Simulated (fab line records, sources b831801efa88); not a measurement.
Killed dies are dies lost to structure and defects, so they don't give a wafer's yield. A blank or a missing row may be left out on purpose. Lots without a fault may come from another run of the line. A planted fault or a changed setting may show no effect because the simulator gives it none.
fab line records | flow sfq_line
record lots=6 wafers=18 last_day=87
route steps=325 shown I0@47 M1@58 I1@73 M2@88 M8@325
lots that met no fault: from a run of the same line without faults
start_h: hours from the record's first day to the start of the lot's first wafer shown | wait_h: hours since the lot's step before | " the same as in the row above | L1.1+2: a row that stands for several wafers | - no value, or no start given | * or withheld: withheld | < > ~ a bound
route shown NAME@n: a module of which the file shows steps, and the number in the route of the first | usual: mean/standard deviation of fault-free wafers | same: alike in all rows | chamber/n: place in a boat | sites: the reading at each site | _std_site: their standard deviation | _edge_site: outer sites' mean less inner sites' | radius_mm: how far each site lies from the wafer's centre | mask NAME#n: copy n | behind: the tool/chamber that last shaped the wafer | hold: why the lot was held/for how many hours/how that ended | device: the transistor (n, p or np) that didn't switch | end of line: the same wafers' tests at the end of the route | a step without rows: its recipe alone | killed: dies lost to structure and defects at the first sort, not the wafer's yield | map: a wafer's dies, x killed, . not, _ none there
set.NAME: the setting as run; set.NAME@STEP: as run at that earlier step | model.NAME: the simulator's own value behind a step, which no gauge read
lots at some steps of the route; a table a step, a row a wafer
services: from which hour (start_h, from the record's first day; less than 0 if before it) a tool's chamber was out of use, for how many hours, and why
## steps
# step SFQ_TRILAYER_I0_VIA_LITHO_COAT_036
# recipe resist=BARC spin_rpm=3000 resist_thk_nm=62
# step SFQ_TRILAYER_I0_VIA_LITHO_COAT_031
# recipe resist=KrF spin_rpm=3000 resist_thk_nm=650
# step SFQ_TRILAYER_I0_VIA_LITHO_SOFTBAKE_035
# recipe temp_c=withheld time_s=withheld resist=KrF
# step SFQ_TRILAYER_I0_VIA_LITHO_EXPOSE_032
# recipe mask_id=I0 na=0.6 source_shape=conventional sigma_outer=0.65 target_cd_nm=500 dose_mj=21.3
# step SFQ_TRILAYER_I0_VIA_LITHO_PEB_034
# recipe peb_temp_c=115 peb_time_s=60 resist=KrF
# step SFQ_TRILAYER_I0_VIA_LITHO_DEVELOP_033
# recipe time_s=60 resist=KrF
# step SFQ_I0_OVL_MEAS_908
# usual I0_OVL=-2/5.1
# columns lot.wafer tool chamber start_h wait_h I0_OVL[nm]
L884.1 overlay-02 - 408.29 0.1 1
L884.3 " - " " -2
L884.6 " - " " 1
L896.3 overlay-02 - 520.10 0.1 -4
L896.5 " - " " 1
L896.6 " - " " -8
L898.1 overlay-02 - 548.89 0.1 3
L898.5 " - " " -3
L898.6 " - " " -3
L901.1 overlay-02 - 593.06 0.1 -5
L901.3 " - " " -6
L901.5 " - " " -5
L906.1 overlay-01 - 629.06 0.1 -9
L906.3 " - " " -2
L906.4 " - " " -11
L907.1 overlay-01 - 633.86 0.1 4
L907.2 " - " " 2
L907.4 " - " " 2
# step SFQ_TRILAYER_I0_VIA_BARC_OPEN_VIA_ETCH_046
# recipe mask_material=PR chemistry=O2 target_depth_nm=125 target=BARC source_w=500 bias_w=80 pressure_mtorr=30 time_s=41.7
# usual drypump_motor_current_A=5.7/0.45 oes_product_au=0.686/0.0047
# columns lot.wafer tool chamber start_h wait_h drypump_motor_current_A oes_product_au rf_hours_counter_h
L884.1 rie_diel-01 2 408.32 0.0 6.4 0.684 3
L884.3 " 3 " " 5.4 0.692 0
L884.6 " 2 " " 6.4 0.678 -
L896.3 rie_diel-01 0 520.12 0.0 5.6 0.677 88
L896.5 " 0 " " 5.6 0.696 -
L896.6 " 3 " " 5.4 0.686 -
L898.1 rie_diel-04 1 548.92 0.0 6.1 0.686 49
L898.5 " 0 " " 5.8 0.683 -
L898.6 " 1 " " 6.1 0.674 -
L901.1 rie_diel-02 0 593.09 0.0 5.4 0.689 20
L901.3 " 2 " " 6.5 0.676 70
L901.5 " 0 " " 5.4 0.687 -
L906.1 rie_diel-02 0 629.09 0.0 5.4 0.687 21
L906.3 " 2 " " 6.5 0.678 70
L906.4 " 1 " " 5.9 0.688 2
L907.1 rie_diel-02 2 633.89 0.0 6.5 0.686 70
L907.2 " 3 " " 5.1 0.690 13
L907.4 " 1 " " 5.8 0.692 2
# step SFQ_TRILAYER_I0_VIA_ETCH_VIA_ETCH_034
# recipe target=SiO2 stop_on=Nb mask_material=PR taper_deg=20 chemistry=CHF3 target_depth_nm=260 source_w=500 bias_w=80 pressure_mtorr=30 time_s=withheld
# step SFQ_TRILAYER_I0_VIA_STRIP_STRIP_035
# recipe gas=O2 power_w=200 platen_temp_c=40 overash_fraction=0.65 chemistry=O2 pressure_mtorr=50
# step SFQ_TRILAYER_I0_VIA_STRIP_SOLV_CLEAN_036
# recipe chemistry=NMP temp_c=70 time_s=600
# step SFQ_TRILAYER_M1_DEP_PRE_CLEAN_038
# recipe gas=Ar time_s=22.5 bias_v=250
# step SFQ_TRILAYER_M1_DEP_SPUTTER_037
# recipe material=Nb base_pressure_pa=1.33e-06 chamber_pressure_pa=0.1333 substrate_temp_c=20 resputter_cathode_voltage_v=400 target_thk_nm=200 power_w=2000 time_s=133.3
# usual throttle_valve_pct=29.9/0.8
# columns lot.wafer tool chamber start_h wait_h throttle_valve_pct model.Nb_of_TRILAYER_M1_DEP_SPUTTER_037.thk_nm
L884.1 pvd_sputter-06 - 409.48 0.0 29.9 198.9
L884.3 " - " " 29.5 199.8
L884.6 " - " " 29.5 199.1
L896.3 pvd_sputter-05 - 521.08 0.0 29.5 164.4
L896.5 " - " " 29.7 198.2
L896.6 " - " " 29.8 198.8
L898.1 pvd_sputter-05 - 549.88 0.0 29.5 165.2
L898.5 " - " " 29.7 199.8
L898.6 " - " " 30.0 198.6
L901.1 pvd_sputter-03 - 594.25 0.0 31.0 202.5
L901.3 " - " " 29.5 202.7
L901.5 " - " " 28.6 200.2
L906.1 pvd_sputter-05 - 630.05 0.0 29.5 196.3
L906.3 " - " " 29.5 197.8
L906.4 " - " " 30.1 197.4
L907.1 pvd_sputter-06 - 634.85 0.0 29.2 200.9
L907.2 " - " " 29.9 198.6
L907.4 " - " " 29.2 198.9
# step SFQ_M1_RS_MEAS_909
# recipe thk_meas_gauge=four-point-probe reads=Nb_of_TRILAYER_M1_DEP_SPUTTER_037
# usual M1_NB_RS=0.895/0.0094
# columns lot.wafer tool chamber start_h wait_h M1_NB_RS[ohm/sq]
L884.1 film_metro-03 - 409.57 0.0 0.894
L884.3 " - " " 0.891
L884.6 " - " " 0.896
L896.3 film_metro-03 - 521.21 0.1 1.087
L896.5 " - " " 0.897
L896.6 " - " " 0.894
L898.1 film_metro-01 - 549.97 0.0 1.080
L898.5 " - " " 0.892
L898.6 " - " " 0.897
L901.1 film_metro-04 - 594.34 0.0 0.878
L901.3 " - " " 0.879
L901.5 " - " " 0.889
L906.1 film_metro-04 - 630.14 0.0 0.906
L906.3 " - " " 0.900
L906.4 " - " " 0.901
L907.1 film_metro-01 - 634.94 0.0 0.886
L907.2 " - " " 0.898
L907.4 " - " " 0.895
# step SFQ_TRILAYER_M1_LITHO_COAT_044
# recipe resist=BARC spin_rpm=3000 resist_thk_nm=62
# step SFQ_TRILAYER_M1_LITHO_COAT_039
# recipe resist=KrF spin_rpm=3000 resist_thk_nm=600
# step SFQ_TRILAYER_M1_LITHO_SOFTBAKE_043
# recipe temp_c=withheld time_s=withheld resist=KrF
# step SFQ_TRILAYER_M1_LITHO_EXPOSE_040
# recipe mask_id=M1 na=0.6 source_shape=conventional sigma_outer=0.65 target_cd_nm=500 dose_mj=14.4
# step SFQ_TRILAYER_M1_LITHO_PEB_042
# recipe peb_temp_c=115 peb_time_s=60 resist=KrF
# step SFQ_TRILAYER_M1_LITHO_DEVELOP_041
# recipe time_s=60 resist=KrF
# step SFQ_M1_OVL_MEAS_911
# usual M1_OVL=0/6.3
# columns lot.wafer tool chamber start_h wait_h M1_OVL[nm]
L884.1 overlay-02 - 565.24 0.1 9
L884.3 " - " " 8
L884.6 " - " " 8
L896.3 overlay-02 - 662.59 0.1 -8
L896.5 " - " " -3
L896.6 " - " " 1
L898.1 overlay-02 - 685.38 0.1 -9
L898.5 " - " " -9
L898.6 " - " " -6
L901.1 overlay-01 - 717.96 0.1 -8
L901.3 " - " " -15
L901.5 " - " " -3
L906.1 overlay-01 - 752.76 0.1 -5
L906.3 " - " " -2
L906.4 " - " " -2
L907.1 overlay-02 - 758.76 0.1 8
L907.2 " - " " -3
L907.4 " - " " -2
# step SFQ_TRILAYER_M1_BARC_OPEN_METAL_ETCH_054
# recipe mask_material=PR chemistry=O2 target_depth_nm=125 target=BARC icp_w=600 bias_w=80 pressure_mtorr=10 time_s=41.7
# usual drypump_motor_current_A=5.8/0.38 oes_product_au=0.685/0.0053
# columns lot.wafer tool chamber start_h wait_h drypump_motor_current_A oes_product_au rf_hours_counter_h
L884.1 rie_metal-02 0 565.27 0.0 5.6 0.690 13
L884.3 " 0 " " 5.6 0.686 -
L884.6 " 1 " " 6.5 0.684 -
L896.3 rie_metal-02 0 662.64 0.0 5.6 0.684 -
L896.5 " 0 " " 5.6 0.683 -
L896.6 " 1 " " 6.5 0.691 -
L898.1 rie_metal-04 1 685.42 0.0 5.4 0.686 22
L898.5 " 1 " " 5.4 0.684 -
L898.6 " 0 " " 5.9 0.680 -
L901.1 rie_metal-04 1 717.99 0.0 5.4 0.685 28
L901.3 " 1 " " 5.4 0.683 -
L901.5 " 0 " " 5.9 0.686 -
L906.1 rie_metal-04 1 752.79 0.0 5.4 0.683 34
L906.3 " 1 " " 5.3 0.681 -
L906.4 " 0 " " 5.9 0.675 -
L907.1 rie_metal-03 1 758.79 0.0 6.2 0.688 56
L907.2 " 0 " " 5.6 0.683 77
L907.4 " 0 " " 5.6 0.689 -
# step SFQ_TRILAYER_M1_ETCH_METAL_ETCH_042
# recipe target=Nb stop_on=SiO2 mask_material=PR chemistry=Cl2/Ar target_depth_nm=240 icp_w=600 bias_w=80 pressure_mtorr=10 time_s=120
# usual drypump_motor_current_A=5.8/0.38 oes_product_au=0.891/0.0072
# columns lot.wafer tool chamber start_h wait_h drypump_motor_current_A oes_product_au rf_hours_counter_h
L884.1 rie_metal-02 0 565.33 0.0 5.6 0.891 13
L884.3 " 0 " " 5.6 0.897 -
L884.6 " 1 " " 6.5 0.890 -
L896.3 rie_metal-02 0 662.72 0.1 5.6 0.802 -
L896.5 " 0 " " 5.6 0.888 -
L896.6 " 1 " " 6.5 0.888 -
L898.1 rie_metal-04 1 685.48 0.0 5.4 0.801 22
L898.5 " 1 " " 5.3 0.896 -
L898.6 " 0 " " 5.9 0.883 -
L901.1 rie_metal-04 1 718.05 0.0 5.4 0.897 28
L901.3 " 1 " " 5.4 0.902 -
L901.5 " 0 " " 5.9 0.885 -
L906.1 rie_metal-04 1 752.85 0.0 5.3 0.883 34
L906.3 " 1 " " 5.3 0.885 -
L906.4 " 0 " " 5.9 0.883 -
L907.1 rie_metal-03 1 758.85 0.0 6.1 0.892 56
L907.2 " 0 " " 5.6 0.889 77
L907.4 " 0 " " 5.6 0.900 -
# step SFQ_TRILAYER_M1_STRIP_STRIP_043
# recipe gas=O2 power_w=200 platen_temp_c=40 overash_fraction=0.65 chemistry=O2 pressure_mtorr=50
# step SFQ_TRILAYER_M1_STRIP_SOLV_CLEAN_044
# recipe chemistry=NMP temp_c=70 time_s=600
# step SFQ_TRILAYER_I1_DEP_PECVD_045
# recipe material=SiO2 temp_c=150 time_s=111.11 pressure_torr=2.4 rf_w=183.3 precursor=SiH4/N2O target_thk_nm=500
# usual heater_power_w=80/22 throttle_valve_pct=24.5/1.2
# columns lot.wafer tool chamber start_h wait_h heater_power_w throttle_valve_pct
L884.1 pecvd-01 0 566.23 0.0 66 25.5
L884.3 " 2 " " 78 27.3
L884.6 " 2 " " 82 27.2
L896.3 pecvd-02 0 663.58 0.0 92 22.7
L896.5 " 0 " " 98 22.4
L896.6 " 1 " " 111 24.5
L898.1 pecvd-04 0 686.38 0.0 87 23.6
L898.5 " 2 " " 84 24.1
L898.6 " 1 " " 75 25.0
L901.1 pecvd-02 0 718.95 0.0 109 22.5
L901.3 " 1 " " 100 24.5
L901.5 " 1 " " 103 24.4
L906.1 pecvd-02 1 753.75 0.0 111 24.3
L906.3 " 1 " " 95 24.5
L906.4 " 2 " " 33 24.6
L907.1 pecvd-04 0 759.75 0.0 95 23.5
L907.2 " 1 " " 73 24.8
L907.4 " 1 " " 74 25.0
# step SFQ_TRILAYER_I1_CMP_CMP_046
# recipe material=SiO2 down_force_psi=3 platen_rpm=60 pad_velocity_m_s=0.94248
# usual motor_current_A=10.2/1.1 time_to_endpoint_s=213/6.3
# columns lot.wafer tool chamber start_h wait_h motor_current_A time_to_endpoint_s
L884.3 cmp-02 0 566.31 0.0 9.9 198
L884.1 " 1 " " 9.8 205
L884.6 " 0 568.31 2.0 9.8 206
L896.3 cmp-01 1 679.20 15.6 11.8 211
L896.5 " 2 " " 11.5 216
L896.6 " 3 " " 10.8 216
L898.1 cmp-01 0 713.15 26.7 9.7 214
L898.5 " 2 714.15 27.7 11.1 222
L898.6 " 3 " " 11.0 218
L901.3 cmp-02 3 742.21 23.2 8.3 210
L901.1 " 1 743.21 24.2 9.1 214
L901.5 " 3 744.21 25.2 8.5 216
L906.4 cmp-01 1 784.15 30.3 12.2 224
L906.1 " 2 " " 11.1 215
L906.3 " 0 785.65 31.8 9.3 221
L907.2 cmp-02 1 791.71 31.9 9.5 210
L907.4 " 2 " " 10.5 219
L907.1 " 3 " " 8.3 206
# step SFQ_I1_BOW_MEAS_912
# recipe mode=bow
# usual I1_BOW=2/8
# columns lot.wafer tool chamber start_h wait_h I1_BOW[um]
L884.1 film_metro-02 - 569.31 2.0 2
L884.3 " - " " 7
L884.6 " - " " 10
L896.3 film_metro-01 - 680.74 1.0 -7
L896.5 " - " " 5
L896.6 " - " " 15
L898.1 film_metro-01 - 715.15 1.5 3
L898.5 " - " " 6
L898.6 " - " " -14
L901.1 film_metro-01 - 745.21 1.5 -18
L901.3 " - " " -19
L901.5 " - " " -2
L906.1 film_metro-01 - 787.15 2.0 1
L906.3 " - " " 1
L906.4 " - " " 1
L907.1 film_metro-02 - 794.21 1.0 -2
L907.2 " - " " 10
L907.4 " - " " -1
# step SFQ_TRILAYER_I1_METRO_MEASURE_047
# step SFQ_TRILAYER_I1_VIA_LITHO_COAT_054
# recipe resist=BARC spin_rpm=3000 resist_thk_nm=62
# step SFQ_TRILAYER_I1_VIA_LITHO_COAT_049
# recipe resist=KrF spin_rpm=3000 resist_thk_nm=650
# step SFQ_TRILAYER_I1_VIA_LITHO_SOFTBAKE_053
# recipe temp_c=withheld time_s=withheld resist=KrF
# step SFQ_TRILAYER_I1_VIA_LITHO_EXPOSE_050
# recipe mask_id=I1 na=0.6 source_shape=conventional sigma_outer=0.65 target_cd_nm=500 dose_mj=21.3
# step SFQ_TRILAYER_I1_VIA_LITHO_PEB_052
# recipe peb_temp_c=115 peb_time_s=60 resist=KrF
# step SFQ_TRILAYER_I1_VIA_LITHO_DEVELOP_051
# recipe time_s=60 resist=KrF
# step SFQ_I1_OVL_MEAS_913
# usual I1_OVL=-1/4.5
# columns lot.wafer tool chamber start_h wait_h I1_OVL[nm]
L884.1 overlay-02 - 585.93 0.1 6
L884.3 " - " " 4
L884.6 " - " " 5
L896.3 overlay-02 - 818.74 0.1 6
L896.5 " - " " 5
L896.6 " - " " 6
L898.1 overlay-01 - 853.52 0.1 -1
L898.5 " - " " 2
L898.6 " - " " 0
L901.1 overlay-02 - 877.52 0.1 -8
L901.3 " - " " -2
L901.5 " - " " -1
L906.1 overlay-02 - 914.00 0.1 9
L906.3 " - " " 3
L906.4 " - " " 6
L907.1 overlay-02 - 920.00 0.1 -6
L907.2 " - " " -6
L907.4 " - " " -7
# step SFQ_TRILAYER_I1_VIA_BARC_OPEN_VIA_ETCH_071
# recipe mask_material=PR chemistry=O2 target_depth_nm=125 target=BARC source_w=500 bias_w=80 pressure_mtorr=30 time_s=41.7
# step SFQ_TRILAYER_I1_VIA_ETCH_VIA_ETCH_052
# recipe target=SiO2 stop_on=Nb mask_material=PR taper_deg=20 chemistry=CHF3 target_depth_nm=260 source_w=500 bias_w=80 pressure_mtorr=30 time_s=withheld
# usual drypump_motor_current_A=6.1/0.38 oes_product_au=0.854/0.005
# columns lot.wafer tool chamber start_h wait_h drypump_motor_current_A oes_product_au
L884.1 rie_diel-04 1 586.00 0.0 6.1 0.853
L884.3 " 3 " " 5.8 0.849
L884.6 " 3 " " 5.8 0.853
L896.3 rie_diel-04 1 818.80 0.0 6.2 0.856
L896.5 " 2 " " 6.2 0.854
L896.6 " 0 " " 5.8 0.853
L898.1 rie_diel-04 2 853.60 0.0 6.2 0.857
L898.5 " 3 " " 5.8 0.863
L898.6 " 2 " " 6.2 0.853
L901.1 rie_diel-03 3 877.60 0.0 6.2 0.865
L901.3 " 1 " " 6.1 0.850
L901.5 " 3 " " 6.2 0.853
L906.1 rie_diel-03 1 914.08 0.0 6.2 0.864
L906.3 " 2 " " 6.3 0.860
L906.4 " 3 " " 6.2 0.860
L907.1 rie_diel-03 0 920.08 0.0 6.8 0.858
L907.2 " 2 " " 6.3 0.851
L907.4 " 1 " " 6.2 0.854
# step SFQ_TRILAYER_I1_VIA_STRIP_STRIP_053
# recipe gas=O2 power_w=200 platen_temp_c=40 overash_fraction=0.65 chemistry=O2 pressure_mtorr=50
# step SFQ_TRILAYER_I1_VIA_STRIP_SOLV_CLEAN_054
# recipe chemistry=NMP temp_c=70 time_s=600
# step SFQ_TRILAYER_M2_DEP_PRE_CLEAN_056
# recipe gas=Ar time_s=22.5 bias_v=250
# step SFQ_M8_BOW_MEAS_951
# recipe mode=bow
# usual M8_BOW=8/10
# columns lot.wafer tool chamber start_h wait_h M8_BOW[um] model.etest.m1.ohm_um model.etest.i0.link_ohm model.etest.m1.ohm_sq model.etest.i1.link_ohm
L884.1 film_metro-02 - 1789.17 0.0 10 1.802 1.958 0.8952 1.964
L884.3 " - " " 14 1.803 1.97 0.8913 1.964
L884.6 " - " " 19 1.801 1.978 0.8944 1.965
L896.3 film_metro-01 - 1981.24 0.0 -1 2.178 2.209 1.083 2.154
L896.5 " - " " 12 1.802 1.98 0.8983 1.977
L896.6 " - " " 21 1.799 1.976 0.8956 1.98
L898.1 film_metro-02 - 1988.17 0.0 22 2.151 2.193 1.078 2.146
L898.5 " - " " 26 1.777 1.97 0.8913 1.957
L898.6 " - " " 5 1.789 1.96 0.8968 1.965
L901.1 film_metro-02 - 2012.16 0.0 7 1.761 1.958 0.8793 1.944
L901.3 " - " " 7 1.758 1.947 0.8784 1.961
L901.5 " - " " 24 1.788 1.967 0.8895 1.955
L906.1 film_metro-01 - 2051.89 0.0 18 1.803 1.973 0.9071 1.986
L906.3 " - " " 18 1.796 1.964 0.9003 1.968
L906.4 " - " " 17 1.799 1.978 0.9021 1.98
L907.1 film_metro-02 - 2097.39 0.0 -8 1.776 1.957 0.8865 1.95
L907.2 " - " " 4 1.788 1.97 0.8967 1.969
L907.4 " - " " -8 1.779 1.971 0.8952 1.968
## services
# columns tool chamber start_h hours kind
rie_diel-04 - 404.93 0.1 repair
rie_diel-02 1 405.46 3.6 repair
rie_diel-04 2 406.30 4.4 repair
rie_diel-02 - 406.55 0.2 repair
cmp-02 - 410.73 4.0 pm
rie_diel-03 - 412.85 0.3 repair
cmp-02 - 431.47 6.8 pm
rie_diel-04 2 452.30 2.1 repair
rie_metal-04 0 457.82 6.0 repair
rie_metal-04 1 458.97 20.1 repair
rie_diel-04 3 463.04 3.8 repair
rie_metal-04 0 543.92 37.1 repair
rie_diel-04 2 643.09 101.1 repair
rie_diel-04 - 680.78 0.8 repair
rie_diel-04 - 682.89 14.6 pm
rie_diel-04 3 699.50 6.8 repair
rie_diel-04 - 699.71 0.7 repair
rie_metal-02 - 738.85 1.7 repair
rie_diel-04 3 781.54 4.6 repair
rie_metal-02 - 812.13 2.8 pm
rie_metal-04 0 844.75 3.9 repair
rie_diel-04 - 846.30 0.9 repair
rie_metal-02 - 891.60 14.6 pm
rie_diel-04 - 896.19 28.1 pm
## key
first_sign step=SFQ_M1_RS_MEAS_909 reading=M1_NB_RS direction=up sigmas=20 usual=0.895 struck=1.083
effect step=SFQ_TRILAYER_M1_ETCH_METAL_ETCH_042 reading=oes_product_au direction=down sigmas=12 usual=0.891 struck=0.802
model_effect step=SFQ_TRILAYER_M1_DEP_SPUTTER_037 value=Nb_of_TRILAYER_M1_DEP_SPUTTER_037.thk_nm without=199.3 struck=164.8
model_effect step=SFQ_M8_BOW_MEAS_951 value=etest.m1.ohm_um without=1.79 struck=2.164
met_at SFQ_TRILAYER_M1_DEP_SPUTTER_037
struck_wafers L896.3,L898.1
fault kind=process_parameter_drift tool=pvd_sputter-05 chamber=- onset_h=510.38 steps=SFQ_TRILAYER_M1_DEP_SPUTTER_037 channel=time_s offset=* shape=step end_h=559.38 acts_in=* stated=* scope=struck_wafers_only
